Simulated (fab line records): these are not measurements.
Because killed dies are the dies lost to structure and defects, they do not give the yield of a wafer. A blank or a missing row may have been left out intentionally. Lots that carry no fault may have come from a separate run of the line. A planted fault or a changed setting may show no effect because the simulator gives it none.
Comparing a struck lot with a sound one || flow sky130 || 17 out of 708 route steps
Sound: wafers L656.4, L656.5, L656.6. Struck: wafers L666.1, L666.2, L666.5. The cause is named last.
Order at every step that has rows: each side's tool, ch and its chambers, its first start. Under that, the readings that differ: sound wafers || struck wafers || difference of the means || sigmas: that difference in standard deviations of wafers without a fault.
alike: readings whose means differ by less than 2 such deviations, and words and numbers that are the same on both sides. not compared: withheld readings, readings that some wafer has no value for, bounds like >300 that may hide the same value, and numbers for which the record gives no deviation and whose values overlap.
Wherever a step has rows on one side only, a row that says differs or no value, or a row with sigmas, the two part there. Non-overlapping numbers with no deviation appear without sigmas and do not part them. A reading missing from all wafers of one side parts the sides only when that side holds two or more wafers.

SKY_LDD_HVN_OVL_MEAS_07:
  sound on overlay-01, day 20 00:29; struck on overlay-02, day 23 17:58
  alike: LDD_HVN_OVL
following that, these wafers have no rows for 1 step: SKY_LDD_HVN_IMPLANT_08.
SKY_LDD_HVN_STRIP_09: strips in O2/N2.
  sound on plasmaAsher-03 ch 0,1, day 20 00:41; struck on plasmaAsher-01 ch 0,1, day 23 18:10
  alike: drypumpMotorCurrentA, oesProductAu, stripTimeToEndpointS
  not compared: rfHoursCounterH
SKY_LDD_HVN_TW_MEAS_10:
  sound on filmMetro-02, day 20 00:47; struck on filmMetro-04, day 23 18:16
{"reading": "LDD_HVN_TW", "sound": "1466 1473 1468", "struck": "1428 1427 1423", "difference": -43, "sigmas": -3}
then, 7 steps without rows for these wafers: SKY_LDD_HVP_DEHYDRATE_00 (time 60 s); SKY_LDD_HVP_HMDS_01 (prime time 60 s); SKY_LDD_HVP_COAT_02 (resist thk 300 nm); SKY_LDD_HVP_SOFTBAKE_03 (time 60 s); SKY_LDD_HVP_EXPOSE_04 (exposes mask HVPTM, target cd 700 nm); SKY_LDD_HVP_PEB_05; SKY_LDD_HVP_DEVELOP_06 (develop time 60 s).
SKY_LDD_HVP_OVL_MEAS_07:
  sound on overlay-02, day 21 07:23; struck on overlay-01, day 24 23:13
  alike: LDD_HVP_OVL
SKY_LDD_HVP_IMPLANT_08:
  sound on implanter-04 ch 0, day 21 07:29; struck on implanter-03 ch 0, day 24 23:14
{"reading": "beamOnS (s)", "sound": "10.06 9.92 9.83", "struck": "12.75 12.46 12.96", "difference": "+2.79", "sigmas": "+15"}
{"reading": "endStationPressureTorr (Torr)", "sound": "4.79e-06 5.03e-06 4.94e-06", "struck": "0.00011585 0.00011635 0.00011885", "difference": "+0.00011210", "sigmas": "+99 or more"}
{"reading": "faradayCurrentUA", "sound": "94.5 96.3 97.5", "struck": "76.1 77.5 74.9", "difference": -19.9, "sigmas": -12}
  alike: tiltDeg
SKY_LDD_HVP_STRIP_09: strips in O2/N2.
  sound on plasmaAsher-03 ch 0,1, day 21 07:35; struck on plasmaAsher-03 ch 0,1, day 24 23:23
  alike: drypumpMotorCurrentA, oesProductAu, stripTimeToEndpointS
  not compared: rfHoursCounterH
SKY_LDD_HVP_TW_MEAS_10:
  sound on filmMetro-04, day 21 07:41; struck on filmMetro-04, day 24 23:29
{"reading": "LDD_HVP_TW", "sound": "452 453 452", "struck": "492 491 490", "difference": "+39", "sigmas": "+7"}
then, 1 step without rows for these wafers: SKY_LDD_LDN_DEHYDRATE_00 (time 60 s).
-- here the record skips 23 days between the struck wafers' starts before and after, leaving off in module LDD_LDN and picking up in module PAD_OPEN (first step shown: number 708 of the route) --
SKY_PAD_OPEN_PROBE_99:
  sound on prober-02, day 45 13:50; struck on prober-01, day 48 02:56
{"reading": "killedAtContacts", "sound": "15 20 15", "struck": "40 22 28", "difference": "+13", "sigmas": "+3"}
{"reading": "killedDies", "sound": "63 78 68", "struck": "111 84 88", "difference": "+25", "sigmas": "+3"}
{"reading": "model.etest.tip_p_5v.rsOhmSq", "sound": "2850 2830 2840", "struck": "2412 2395 2413", "difference": -433, "sigmas": ""}
{"reading": "model.etest.pfetG5v0d10v5.rOnOhmUm", "sound": "4720 4684 4644", "struck": "4611 4603 4592", "difference": -81, "sigmas": ""}
{"reading": "model.etest.pfetG5v0d10v5.driveUaUm", "sound": "343.8 346.1 348.7", "struck": "353.4 355.3 355.8", "difference": "+8.6", "sigmas": ""}
  alike: killed_at_M0_to_M3, killed_at_M4_up, killedAtFrontEnd, killedAtOther, killedOpen, killedShort

== WHERE THEY PART ==
Last at SKY_PAD_OPEN_PROBE_99 as far as this record goes, first at SKY_LDD_HVN_TW_MEAS_10.

WHY: whatever the simulator had introduced
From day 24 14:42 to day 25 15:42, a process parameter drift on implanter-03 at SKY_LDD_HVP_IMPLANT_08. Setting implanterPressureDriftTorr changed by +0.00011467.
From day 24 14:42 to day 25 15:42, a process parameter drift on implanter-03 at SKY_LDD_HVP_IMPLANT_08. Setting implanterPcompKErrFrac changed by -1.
